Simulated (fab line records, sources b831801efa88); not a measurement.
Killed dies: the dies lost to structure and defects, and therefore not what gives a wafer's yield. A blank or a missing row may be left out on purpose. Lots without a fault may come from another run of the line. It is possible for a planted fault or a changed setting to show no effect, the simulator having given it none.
Check of tool commonality || flow gf180mcu || Lots sampled 12, wafers sampled 36

== THE REASON FOR OPENING IT ==
GF_M1_RS_MEAS_05, reading M1_ALCU_RS: flagged on 2 of 12 lots. Fault-free wafers read 0.0697 ohm/sq, with a standard deviation of 0.00067.
Rule: flag the lot when none of its wafers has a number, or when each of its wafers that has one lies beyond 4 standard deviations from that mean. The rest of the lots are taken to be sound.

{"lot": "L517", "measured": "day 16 21:11", "on": "filmMetro-01", "M1_ALCU_RS (ohm/sq), wafer by wafer": "0.0695 0.0692 0.0701", "flag": ""}
{"lot": "L516", "measured": "day 16 22:45", "on": "filmMetro-01", "M1_ALCU_RS (ohm/sq), wafer by wafer": "0.0703 0.0697 0.0698", "flag": ""}
{"lot": "L521", "measured": "day 18 17:20", "on": "filmMetro-03", "M1_ALCU_RS (ohm/sq), wafer by wafer": "0.0688 0.0692 0.0692", "flag": ""}
{"lot": "L522", "measured": "day 18 20:50", "on": "filmMetro-03", "M1_ALCU_RS (ohm/sq), wafer by wafer": "0.0703 0.0704 0.0708", "flag": ""}
{"lot": "L523", "measured": "day 18 21:34", "on": "filmMetro-01", "M1_ALCU_RS (ohm/sq), wafer by wafer": "0.0711 0.0704 0.0702", "flag": ""}
{"lot": "L524", "measured": "day 19 02:13", "on": "filmMetro-03", "M1_ALCU_RS (ohm/sq), wafer by wafer": "0.0696 0.0698 0.0689", "flag": ""}
{"lot": "L527", "measured": "day 20 14:46", "on": "filmMetro-01", "M1_ALCU_RS (ohm/sq), wafer by wafer": "7.1983 7.1121 7.1597", "flag": "FLAGGED"}
{"lot": "L528", "measured": "day 20 16:59", "on": "filmMetro-02", "M1_ALCU_RS (ohm/sq), wafer by wafer": "7.1747 7.1416 7.1501", "flag": "FLAGGED"}
{"lot": "L532", "measured": "day 22 02:56", "on": "filmMetro-02", "M1_ALCU_RS (ohm/sq), wafer by wafer": "0.0697 0.0694 0.0698", "flag": ""}
{"lot": "L533", "measured": "day 22 13:46", "on": "filmMetro-02", "M1_ALCU_RS (ohm/sq), wafer by wafer": "0.0699 0.0702 0.0698", "flag": ""}
{"lot": "L535", "measured": "day 23 02:42", "on": "filmMetro-02", "M1_ALCU_RS (ohm/sq), wafer by wafer": "0.0699 0.0691 0.0696", "flag": ""}
{"lot": "L534", "measured": "day 23 03:34", "on": "filmMetro-01", "M1_ALCU_RS (ohm/sq), wafer by wafer": "0.0693 0.0685 0.0693", "flag": ""}
On average the flagged lots read 7.1561 ohm/sq, which is +7.0864 ohm/sq against the usual, or +99 or more standard deviations.

== EACH LOT AND THE TOOL IT RAN ON ==
Before the reading, the record contains 2 process steps out of a 602-step route. Every cell lists first the tool, next ch and the chambers used by the sampled wafers, and last the start.
{"lot": "L517", "flag": "", "GF_CONTACT_CVD_24": "cvdW-02 ch 1, day 16 20:22", "GF_M1_SPUTTER_02": "pvdSputter-04, day 16 21:04"}
{"lot": "L516", "flag": "", "GF_CONTACT_CVD_24": "cvdW-01 ch 0, day 16 21:49", "GF_M1_SPUTTER_02": "pvdSputter-01, day 16 22:38"}
{"lot": "L521", "flag": "", "GF_CONTACT_CVD_24": "cvdW-01 ch 0,1, day 18 16:29", "GF_M1_SPUTTER_02": "pvdSputter-01, day 18 17:13"}
{"lot": "L522", "flag": "", "GF_CONTACT_CVD_24": "cvdW-02 ch 0,1, day 18 19:47", "GF_M1_SPUTTER_02": "pvdSputter-03, day 18 20:45"}
{"lot": "L523", "flag": "", "GF_CONTACT_CVD_24": "cvdW-01 ch 0,1, day 18 20:46", "GF_M1_SPUTTER_02": "pvdSputter-01, day 18 21:29"}
{"lot": "L524", "flag": "", "GF_CONTACT_CVD_24": "cvdW-01 ch 0,1, day 19 01:23", "GF_M1_SPUTTER_02": "pvdSputter-03, day 19 02:06"}
{"lot": "L527", "flag": "FLAGGED", "GF_CONTACT_CVD_24": "cvdW-01 ch 0,1, day 20 13:58", "GF_M1_SPUTTER_02": "pvdSputter-01, day 20 14:41"}
{"lot": "L528", "flag": "FLAGGED", "GF_CONTACT_CVD_24": "cvdW-01 ch 0,1, day 20 16:10", "GF_M1_SPUTTER_02": "pvdSputter-01, day 20 16:53"}
{"lot": "L532", "flag": "", "GF_CONTACT_CVD_24": "cvdW-01 ch 0,1, day 22 02:07", "GF_M1_SPUTTER_02": "pvdSputter-03, day 22 02:50"}
{"lot": "L533", "flag": "", "GF_CONTACT_CVD_24": "cvdW-01 ch 0,1, day 22 12:58", "GF_M1_SPUTTER_02": "pvdSputter-04, day 22 13:40"}
{"lot": "L535", "flag": "", "GF_CONTACT_CVD_24": "cvdW-02 ch 0,1, day 23 01:54", "GF_M1_SPUTTER_02": "pvdSputter-01, day 23 02:37"}
{"lot": "L534", "flag": "", "GF_CONTACT_CVD_24": "cvdW-02 ch 0,1, day 23 02:46", "GF_M1_SPUTTER_02": "pvdSputter-03, day 23 03:29"}
What the steps here do:
- GF_CONTACT_CVD_24: deposits W, target thk 300 nm, time 90.339 s.
- GF_M1_SPUTTER_02: material AlCu, target thk 450 nm, time 23.9 s.
- GF_M1_RS_MEAS_05: measures by four-point-probe.

== FLAGGED AGAINST TOTAL, ONE TOOL AT A TIME (gauges that did the reading follow at the end) ==
{"step": "GF_CONTACT_CVD_24", "tool": "cvdW-01", "lots run": 8, "flagged": 2, "share of the flagged lots": "all", "sound lots run after its first flagged lot": "2 (L532,L533)"}
{"step": "GF_CONTACT_CVD_24", "tool": "cvdW-02", "lots run": 4, "flagged": 0, "share of the flagged lots": "none", "sound lots run after its first flagged lot": "-"}
{"step": "GF_M1_SPUTTER_02", "tool": "pvdSputter-01", "lots run": 6, "flagged": 2, "share of the flagged lots": "all", "sound lots run after its first flagged lot": "1 (L535)"}
{"step": "GF_M1_SPUTTER_02", "tool": "pvdSputter-03", "lots run": 4, "flagged": 0, "share of the flagged lots": "none", "sound lots run after its first flagged lot": "-"}
{"step": "GF_M1_SPUTTER_02", "tool": "pvdSputter-04", "lots run": 2, "flagged": 0, "share of the flagged lots": "none", "sound lots run after its first flagged lot": "-"}
{"step": "GF_M1_RS_MEAS_05", "tool": "filmMetro-01", "lots run": 5, "flagged": 1, "share of the flagged lots": "some", "sound lots run after its first flagged lot": "1 (L534)"}
{"step": "GF_M1_RS_MEAS_05", "tool": "filmMetro-02", "lots run": 4, "flagged": 1, "share of the flagged lots": "some", "sound lots run after its first flagged lot": "3 (L532,L533,L535)"}
{"step": "GF_M1_RS_MEAS_05", "tool": "filmMetro-03", "lots run": 3, "flagged": 0, "share of the flagged lots": "none", "sound lots run after its first flagged lot": "-"}

== WHAT THE TABLE ALLOWS ==
cvdW-01 at GF_CONTACT_CVD_24 and pvdSputter-01 at GF_M1_SPUTTER_02 are the 2 rows of the table that ran each flagged lot.
- cvdW-01 at GF_CONTACT_CVD_24 ran 8 lots, 2 of them flagged. Sound lots followed the first flagged one (L532, L533) on it, something a lasting fault affecting the whole tool could not allow.
- pvdSputter-01 at GF_M1_SPUTTER_02 ran 6 lots, 2 of them flagged. Sound lots followed the first flagged one (L535) on it, something a lasting fault affecting the whole tool could not allow. On the flagged lots its readings are blank where sound lots have values: cathodeDcPowerW, chamberPressurePa, throttleValvePct.
There is no row in the table that ran each flagged lot and no sound lot after the first.

== WHAT THE SIMULATOR PUT IN ==
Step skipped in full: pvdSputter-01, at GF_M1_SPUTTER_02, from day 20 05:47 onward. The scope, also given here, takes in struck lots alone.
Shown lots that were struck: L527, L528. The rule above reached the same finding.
